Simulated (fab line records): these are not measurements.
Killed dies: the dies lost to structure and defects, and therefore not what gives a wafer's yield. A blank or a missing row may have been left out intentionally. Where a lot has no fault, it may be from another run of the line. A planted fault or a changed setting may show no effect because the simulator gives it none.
Which tool was responsible? + flow sky130 + at 1 step of a route of 708, 10 lots with 30 wafers sampled

WHAT THE GAUGES SHOWED, per wafer
SKY_FIELD_ISO_THK_MEAS_04.
| lot  | measured    | on           | FIELD_ISO_CVD_03_THK (nm) |
|------|-------------|--------------|---------------------------|
| L324 | day 1 16:11 | filmMetro-03 | 164.6 165.5 164.4         |
| L325 | day 1 19:27 | filmMetro-01 | 163.9 163.4 163.0         |
| L326 | day 2 00:08 | filmMetro-02 | 164.3 165.5 164.3         |
| L327 | day 2 04:33 | filmMetro-02 | 166.0 166.1 164.2         |
| L328 | day 2 11:44 | filmMetro-02 | 160.5 161.3 160.3         |
| L329 | day 2 15:23 | filmMetro-01 | 167.0 165.6 166.9         |
| L330 | day 2 19:55 | filmMetro-01 | 163.1 162.0 161.8         |
| L331 | day 3 01:45 | filmMetro-01 | 163.5 163.6 163.9         |
| L332 | day 3 05:35 | filmMetro-01 | 166.6 166.0 166.8         |
| L333 | day 3 10:53 | filmMetro-03 | 165.0 165.6 165.0         |

TOOL THAT RAN EACH LOT (tool first, then ch and the chambers of the sampled wafers, then the start)
No process step before these readings appears in the record.

THE ANSWER, worked out from the rows above alone
Rule: what is usual is taken from the lots themselves. Put in order of their means at a reading, lots are off if they are a third of the lots or fewer, leave a main group of 4 or more, and stand apart from it by a gap of 3 or more times the standard deviation of the main group's means; of several such gaps the widest counts. Not used: any main group whose means are identical at the precision the tables above print for the reading. Also off: a lot with no number at a reading for which 4 or more lots have one. All remaining lots with rows at the step are treated as sound.
Nothing can be told from this: no lot is off at any reading shown.

WHAT THE SIMULATOR HAD PUT IN
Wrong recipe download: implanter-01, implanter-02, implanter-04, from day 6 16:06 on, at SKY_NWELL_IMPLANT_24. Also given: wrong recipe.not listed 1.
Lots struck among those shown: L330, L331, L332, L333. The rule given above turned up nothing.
